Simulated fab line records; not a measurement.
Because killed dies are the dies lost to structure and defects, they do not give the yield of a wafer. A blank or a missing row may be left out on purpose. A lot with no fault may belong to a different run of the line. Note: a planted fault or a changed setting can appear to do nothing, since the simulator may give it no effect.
Which of the tools did it? -- flow gf180mcu -- 12 lots, 36 wafers sampled, at 4 steps of a route of 602

## WHAT THE GAUGES SHOWED, per wafer
GF_V5_THK_MEAS_03. Usual: V5_CVD_02_THK 1445 nm, standard deviation 19.
lot,measured,on,V5_CVD_02_THK (nm),flag
L689,day 26 08:01,filmMetro-04,1426 1432 1441,
L690,day 26 16:20,filmMetro-01,1424 1451 1474,
L691,day 27 00:35,filmMetro-01,1439 1482 1459,
L692,day 27 14:45,filmMetro-01,1469 1463 1470,
L700,day 30 01:40,filmMetro-04,1240 1240 1257,OFF
L702,day 30 06:25,filmMetro-02,1429 1418 1443,
L701,day 30 14:28,filmMetro-01,1259 1263 1260,OFF
L704,day 30 22:45,filmMetro-04,1412 1443 1449,
L705,day 31 03:52,filmMetro-02,1438 1425 1444,
L706,day 31 08:35,filmMetro-01,1449 1442 1478,
L708,day 31 22:17,filmMetro-01,1422 1452 1476,
L711,day 32 11:24,filmMetro-01,1404 1424 1452,

## WHAT TOOL EACH LOT RAN ON (gives the tool, then ch and the chambers of the sampled wafers, and finally the start)
lot,GF_MIM_SPUTTER_01,GF_M5_STRIP_11,GF_V5_CVD_02
L689,"pvdSputter-03, day 24 12:34","plasmaAsher-04 ch 0,1, day 26 07:17","pecvd-04 ch 1,2, day 26 07:53"
L690,"pvdSputter-03, day 24 20:41","plasmaAsher-03 ch 0,1, day 26 15:37","pecvd-03 ch 1,2, day 26 16:13"
L691,"pvdSputter-03, day 25 05:23","plasmaAsher-03 ch 0,1, day 26 23:50","pecvd-03 ch 0,1,2, day 27 00:28"
L692,"pvdSputter-03, day 25 19:08","plasmaAsher-02 ch 0,1, day 27 13:56","pecvd-01 ch 0,1, day 27 14:37"
L700,"pvdSputter-02, day 28 10:07","plasmaAsher-03 ch 0,1, day 30 00:50","pecvd-03 ch 0,1,2, day 30 01:34"
L702,"pvdSputter-01, day 28 14:37","plasmaAsher-04 ch 0,1, day 30 05:38","pecvd-04 ch 0,1, day 30 06:18"
L701,"pvdSputter-02, day 29 00:05","plasmaAsher-02 ch 0,1, day 30 13:40","pecvd-03 ch 0,2, day 30 14:19"
L704,"pvdSputter-01, day 29 07:30","plasmaAsher-02 ch 0,1, day 30 21:58","pecvd-01 ch 1,2, day 30 22:38"
L705,"pvdSputter-03, day 29 14:26","plasmaAsher-02 ch 0,1, day 31 03:04","pecvd-01 ch 0,2, day 31 03:45"
L706,"pvdSputter-03, day 29 19:14","plasmaAsher-04 ch 0,1, day 31 07:52","pecvd-01 ch 0,1, day 31 08:28"
L708,"pvdSputter-01, day 30 08:36","plasmaAsher-04 ch 0,1, day 31 21:28","pecvd-01 ch 0,1, day 31 22:11"
L711,"pvdSputter-03, day 31 00:15","plasmaAsher-02 ch 1, day 32 10:38","pecvd-01 ch 0,2, day 32 11:17"
- GF_MIM_SPUTTER_01: material TiN, target thk 30 nm, time 25 s.
- GF_M5_STRIP_11: strips in O2/N2.
- GF_V5_CVD_02: deposits SiO2 from TEOS, target thk 1450 nm, time 163.28 s.

## AS READ BY THE TOOLS THEMSELVES (means over the sampled wafers that have a number; for cases with no such wafer, the mark the record gives instead)
GF_MIM_SPUTTER_01. Usual: throttleValvePct 29.5 %, standard deviation 1.2.
lot,tool,throttleValvePct (%),flag
L689,pvdSputter-03,29.3,
L690,pvdSputter-03,29.6,
L691,pvdSputter-03,30.1,
L692,pvdSputter-03,30.1,
L700,pvdSputter-02,29.1,
L702,pvdSputter-01,29.0,
L701,pvdSputter-02,28.7,
L704,pvdSputter-01,27.8,
L705,pvdSputter-03,30.0,
L706,pvdSputter-03,29.5,
L708,pvdSputter-01,27.8,
L711,pvdSputter-03,30.2,

GF_M5_STRIP_11. Usual: drypumpMotorCurrentA 5.7 A, standard deviation 0.43; heaterPowerW 360 W, standard deviation 30; oesProductAu 0.544 a.u., standard deviation 0.0046; stripTimeToEndpointS 7.53 s, standard deviation 0.044.
lot,tool,drypumpMotorCurrentA (A),heaterPowerW (W),oesProductAu (a.u.),stripTimeToEndpointS (s),flag
L689,plasmaAsher-04,5.5,363,0.539,7.52,
L690,plasmaAsher-03,6.1,360,0.543,7.46,
L691,plasmaAsher-03,6.0,389,0.546,7.50,
L692,plasmaAsher-02,5.8,355,0.541,7.50,
L700,plasmaAsher-03,6.0,387,0.545,7.55,
L702,plasmaAsher-04,5.2,351,0.543,7.54,
L701,plasmaAsher-02,5.8,357,0.542,7.55,
L704,plasmaAsher-02,5.9,352,0.544,7.54,
L705,plasmaAsher-02,5.9,348,0.546,7.58,
L706,plasmaAsher-04,5.5,365,0.537,7.51,
L708,plasmaAsher-04,5.5,371,0.538,7.46,
L711,plasmaAsher-02,5.6,332,0.547,7.55,

GF_V5_CVD_02. Usual: heaterPowerOuterW 350 W, standard deviation 73; heaterPowerW 603 W, standard deviation 120; rfFwdPowerW 597.5 W, standard deviation 1.9.
lot,tool,heaterPowerOuterW (W),heaterPowerW (W),rfFwdPowerW (W),flag
L689,pecvd-04,426,769,598.4,
L690,pecvd-03,326,575,596.7,
L691,pecvd-03,353,612,598.8,
L692,pecvd-01,278,472,598.5,
L700,pecvd-03,418,704,357.1,OFF
L702,pecvd-04,450,799,596.4,
L701,pecvd-03,424,700,356.6,OFF
L704,pecvd-01,289,481,597.2,
L705,pecvd-01,340,547,595.3,
L706,pecvd-01,302,511,598.7,
L708,pecvd-01,298,496,597.3,
L711,pecvd-01,352,563,596.3,

## THE ANSWER, worked out from the rows above alone
Rule: lot off if the mean of its wafers having a number is beyond 3 standard deviations from the usual mean. A lot without any number at a reading at which 4 lots or more have one is off too. All remaining lots with rows at the step are treated as sound. Order of review: gauges by route order, followed by the tools' own readings, for which a lot's mean as printed above is used. At the first step where some lot is off, the reading lying furthest off is the one used; lots without a number count as furthest.
Off: at GF_V5_THK_MEAS_03 (V5_CVD_02_THK), L700, L701.
If a tool, at a process step before that reading, ran all the lots that are off and no sound lot after the first of them, it fits. Not tried: the gauges at GF_V5_THK_MEAS_03; whatever is off there is also off at GF_V5_CVD_02, on other tools, and gauge error can't account for it. This does not decide it: 2 tools fit, namely pvdSputter-02 at GF_MIM_SPUTTER_01 and pecvd-03 at GF_V5_CVD_02.

## WHAT HAD BEEN PUT IN BY THE SIMULATOR
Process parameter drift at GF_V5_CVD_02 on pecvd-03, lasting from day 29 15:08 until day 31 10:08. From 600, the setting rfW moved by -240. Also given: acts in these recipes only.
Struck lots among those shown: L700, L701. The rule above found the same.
